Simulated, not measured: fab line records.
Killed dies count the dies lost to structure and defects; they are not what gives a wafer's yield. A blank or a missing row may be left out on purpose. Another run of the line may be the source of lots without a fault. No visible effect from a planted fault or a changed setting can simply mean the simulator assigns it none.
A struck lot beside a sound one | flow sky130 | 15 out of 708 route steps
Sound: these wafers, L169.1, L169.4, L169.6. Struck: wafer L185.2. (L185.1 of the same lot was not struck and is left out.) The cause comes at the end.
At each step with rows: each side's tool, then ch and its chambers, then its first start. Under that, the readings that differ: sound wafers | struck wafers | difference of the means | sigmas: that difference in standard deviations of wafers without a fault.
alike: same words and numbers on both sides, and readings whose means sit less than 2 such deviations apart. not compared: any withheld reading, any reading some wafer has no value for, any bound like >300 that may hide the same value, and any number with overlapping values for which the record gives no deviation.
Wherever a step has rows on one side only, a row that says differs or no value, or a row with sigmas, the two part there. Numbers that have no deviation but don't overlap get no sigmas and don't part them. A reading that every wafer of one side lacks parts them only if that side has two wafers or more.

first, 2 steps without rows for these wafers: SKY_CONTACT_ETCH_16 (etches BARC in N2/H2, stops on SiO2, time 45.9 s, target depth 60 nm); SKY_CONTACT_ETCH_17 (etches SiO2 in C4F8/O2/Ar, stops on Si3N4, target depth 340 nm).
SKY_CONTACT_ETCH_18: etches Si3N4 in CHF3/O2, stops on TiN, time 39 s, target depth 75 nm.
  sound on rieDiel-01 ch 0,2,3; struck on rieDiel-03 ch 2
  alike: biasW, drypumpMotorCurrentA, oesProductAu, rfFwdPowerW, throttleValvePct
  not compared: rfHoursCounterH
then, 4 steps without rows for these wafers: SKY_CONTACT_STRIP_19 (strips in O2/N2); SKY_CONTACT_STRIP_20 (strips in post etch residue remover, time 1200 s); SKY_CONTACT_CLEAN_21 (cleans in IPA, time 180 s); SKY_CONTACT_CLEAN_22 (cleans in O3/DIW).
SKY_CONTACT_SPUTTER_23: material TiN, target thk 20 nm, time 80 s.
  struck on pvdSputter-03, day 36 01:48; sound on pvdSputter-01, day 31 07:04
  alike: throttleValvePct
SKY_CONTACT_CVD_24: deposits W, target thk 340 nm, time 102.12 s.
  sound on cvdW-02 ch 0,1, day 31 07:07; struck on cvdW-01 ch 1, day 36 01:52
  alike: heaterPowerW
  not compared: sinceWetCleanH
SKY_CONTACT_RS_MEAS_25: uses a four-point probe to measure.
  struck on filmMetro-04, day 36 01:58; sound on filmMetro-04, day 31 07:14
  alike: CONTACT_W_RS
SKY_CONTACT_THK_MEAS_26: measures by xrf.
  struck on filmMetro-04, day 36 02:05; sound on filmMetro-04, day 31 07:21
  alike: CONTACT_W_THK
SKY_CONTACT_CMP_27: polishes, stops on SiO2, t overpolish 15 s, target thk 0 nm.
  sound on cmp-02 ch 1,2,3, day 31 07:28; struck on cmp-02 ch 1, day 36 02:12
  alike: motorCurrentA, overpolishRunS, timeToEndpointS
SKY_METAL1_SPUTTER_00: material Ti, target thk 15 nm, time 10 s.
  struck on pvdSputter-01, day 36 02:27; sound on pvdSputter-01, day 31 07:43
reading                                  | sound             | struck | difference | sigmas
model.Ti_of_METAL1_SPUTTER_00.thkNm (nm) | 15.13 15.11 15.37 | 6.296  | -8.907     | 
  alike: throttleValvePct
SKY_METAL1_SPUTTER_01: material TiN, target thk 20 nm, time 16.7 s.
  struck on pvdSputter-01, day 36 02:29; sound on pvdSputter-01, day 31 07:44
  alike: throttleValvePct
next, for these wafers, 1 step has no rows: SKY_PAD_OPEN_PROBE_99.

== WHERE THEY PART ==
Nowhere in this record.

WHY: whatever the simulator had introduced
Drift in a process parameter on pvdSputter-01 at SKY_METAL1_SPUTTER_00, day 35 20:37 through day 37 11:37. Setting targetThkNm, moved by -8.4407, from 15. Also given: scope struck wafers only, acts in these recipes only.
